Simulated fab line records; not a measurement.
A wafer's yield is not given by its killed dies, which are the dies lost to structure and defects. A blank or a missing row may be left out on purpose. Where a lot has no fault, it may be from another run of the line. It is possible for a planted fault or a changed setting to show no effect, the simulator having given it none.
2 desks, one fault :: flow gf180mcu :: every desk sees just its own numbers, and what lay behind them comes last

== FOR THE TOOL OWNER'S DESK: krfScanner-01 ==
The tool's own readings at GF_M1_EXPOSE_11 (exposes mask Metal1, target cd 230 nm): means of the sampled wafers that have a number, for each lot that ran on this tool. The brackets show how far a lot's mean lies from the usual mean; more than 4 standard deviations puts the lot out of limits, marked OUT.
Columns: A = exposureDoseMJCm2 at GF_M1_EXPOSE_11, usual 28.18
lot: L645
first seen here: day 16 13:59
A: 28.30

lot: L647
first seen here: day 17 05:04
A: 28.29

lot: L651
first seen here: day 19 00:58
A: 28.29

lot: L652
first seen here: day 19 04:37
A: 28.33

lot: L654
first seen here: day 19 22:49
A: 28.33

lot: L660
first seen here: day 22 12:43
A: 28.72

lot: L661
first seen here: day 22 17:36
A: 28.73
This desk's verdict: no lot among the 7 shows anything out of limits.

== AT THE METROLOGY DESK ==
What the gauges read for every lot (on any tool): the sampled wafers with a number, averaged. The brackets show how far a lot's mean lies from the usual mean; more than 4 standard deviations puts the lot out of limits, marked OUT.
Columns: A = SAB_CVD_00_THK at GF_SAB_THK_MEAS_01, usual 50.0 nm; B = V1_W_RS at GF_V1_RS_MEAS_24, usual 0.326 ohm/sq
lot: L645
first seen here: day 14 04:20
A: 50.2
B: 0.328

lot: L647
first seen here: day 14 19:20
A: 50.2
B: 0.317

lot: L648
first seen here: day 15 06:55
A: 49.8
B: 0.331

lot: L651
first seen here: day 16 12:13
A: 49.3
B: 0.330

lot: L652
first seen here: day 16 16:26
A: 49.7
B: 0.322

lot: L654
first seen here: day 17 08:36
A: 50.6
B: 0.325

lot: L655
first seen here: day 17 18:20
A: 50.3
B: 0.328

lot: L660
first seen here: day 19 22:34
A: 50.5
B: 0.325

lot: L661
first seen here: day 20 02:41
A: 50.0
B: 0.329

lot: L663
first seen here: day 20 21:26
A: 50.2
B: 0.330

lot: L666
first seen here: day 21 14:55
A: 50.1
B: 0.325

lot: L667
first seen here: day 21 18:19
A: 50.1
B: 0.326

lot: L668
first seen here: day 22 05:16
A: 50.2
B: 0.327
This desk's verdict: no lot among the 13 shows anything out of limits.

== TAKEN TOGETHER ==
Nothing out of limits was seen by the tool owner's desk.
The metrology desk saw nothing out of limits.

== WHAT HAD BEEN PUT IN BY THE SIMULATOR ==
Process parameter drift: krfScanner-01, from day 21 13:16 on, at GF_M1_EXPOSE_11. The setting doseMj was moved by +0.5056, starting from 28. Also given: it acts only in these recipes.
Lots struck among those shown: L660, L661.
